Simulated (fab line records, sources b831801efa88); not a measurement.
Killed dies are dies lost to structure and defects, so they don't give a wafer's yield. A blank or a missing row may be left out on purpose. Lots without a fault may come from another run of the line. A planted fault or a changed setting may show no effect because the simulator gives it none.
A struck lot beside a sound one | flow sky130 | 17 steps out of a route of 708
Sound: wafers L408.1, L408.2, L408.3. Struck: wafers L411.2, L411.3, L411.5. The cause comes at the end.
At each step with rows: each side's tool, then ch and its chambers, then its first start. Under that, the readings that differ: sound wafers | struck wafers | difference of the means | sigmas: that difference in standard deviations of wafers without a fault.
alike: readings whose means differ by less than 2 such deviations, and words and numbers that are the same on both sides. not compared: withheld readings, readings that some wafer has no value for, bounds like >300 that may hide the same value, and numbers for which the record gives no deviation and whose values overlap.
The two part at a step that has a row with sigmas, a row that says differs or no value, or rows on one side only. Numbers that don't overlap but have no deviation are shown without sigmas and don't part them. A reading that every wafer of one side lacks parts them only if that side has two wafers or more.

SKY_LDD_P_OVL_MEAS_08:
  sound on overlay-01, day 23 10:22; struck on overlay-01, day 24 14:22
  reading        | sound       | struck         | difference | sigmas
  LDD_P_OVL (nm) | 2.4 0.8 3.7 | -1.9 -1.4 -1.2 | -3.8       | -3
then, 1 step without rows for these wafers: SKY_LDD_P_IMPLANT_09.
SKY_LDD_P_STRIP_10: strips in O2/N2.
  sound on plasma_asher-01 ch 0,1, day 23 10:32; struck on plasma_asher-01 ch 0,1, day 24 14:32
  alike: drypump_motor_current_A, oes_product_au, strip_time_to_endpoint_s
  not compared: rf_hours_counter_h
SKY_LDD_P_TW_MEAS_11:
  sound on film_metro-04, day 23 10:38; struck on film_metro-04, day 24 14:39
  alike: LDD_P_TW
then, 7 steps without rows for these wafers: SKY_LDD_HVN_DEHYDRATE_00 (time 60 s); SKY_LDD_HVN_HMDS_01 (prime time 60 s); SKY_LDD_HVN_COAT_02 (resist thk 300 nm); SKY_LDD_HVN_SOFTBAKE_03 (time 60 s); SKY_LDD_HVN_EXPOSE_04 (exposes mask HVNTM, target cd 700 nm); SKY_LDD_HVN_PEB_05; SKY_LDD_HVN_DEVELOP_06 (develop time 60 s).
SKY_LDD_HVN_OVL_MEAS_07:
  sound on overlay-01, day 24 16:13; struck on overlay-02, day 25 19:35
  alike: LDD_HVN_OVL
SKY_LDD_HVN_IMPLANT_08:
  sound on implanter-03 ch 0, day 24 16:16; struck on implanter-03 ch 0, day 25 19:38
  reading            | sound                         | struck                        | difference | sigmas
  dose_ions_cm2      | 2.997e+13 2.991e+13 2.995e+13 | 2.541e+13 2.549e+13 2.543e+13 | -4.500e+12 | -99 or more
  faraday_current_uA | 172 176 170                   | 148 145 144                   | -27        | -8
SKY_LDD_HVN_STRIP_09: strips in O2/N2.
  sound on plasma_asher-01 ch 0,1, day 24 16:25; struck on plasma_asher-02 ch 0,1, day 25 19:46
  alike: drypump_motor_current_A, oes_product_au, strip_time_to_endpoint_s
  not compared: rf_hours_counter_h
SKY_LDD_HVN_TW_MEAS_10:
  sound on film_metro-01, day 24 16:31; struck on film_metro-01, day 25 19:52
  reading    | sound          | struck         | difference | sigmas
  LDD_HVN_TW | 1432 1430 1435 | 1367 1365 1370 | -65        | -7
then, 1 step without rows for these wafers: SKY_LDD_HVP_DEHYDRATE_00 (time 60 s).
-- the record jumps here: 24 days lie between the struck wafers' starts before and after (it left off in module LDD_HVP and takes up again in module PAD_OPEN, whose first step shown is number 708 of the route) --
SKY_PAD_OPEN_PROBE_99:
  sound on prober-02, day 48 16:49; struck on prober-01, day 49 12:41
  reading                        | sound          | struck         | difference | sigmas
  model.etest.tip_n_5v.rs_ohm_sq | 1389 1383 1389 | 1590 1580 1593 | +201       |
  alike: killed_at_M0_to_M3, killed_at_M4_up, killed_at_contacts, killed_at_front_end, killed_at_other, killed_dies, killed_on_rim, killed_open, killed_short

WHERE THEY PART
First at SKY_LDD_P_OVL_MEAS_08; last, within this record, at SKY_LDD_HVN_TW_MEAS_10. Later steps at which nothing parts them and some readings are alike: SKY_PAD_OPEN_PROBE_99.

WHY: what the simulator had put in
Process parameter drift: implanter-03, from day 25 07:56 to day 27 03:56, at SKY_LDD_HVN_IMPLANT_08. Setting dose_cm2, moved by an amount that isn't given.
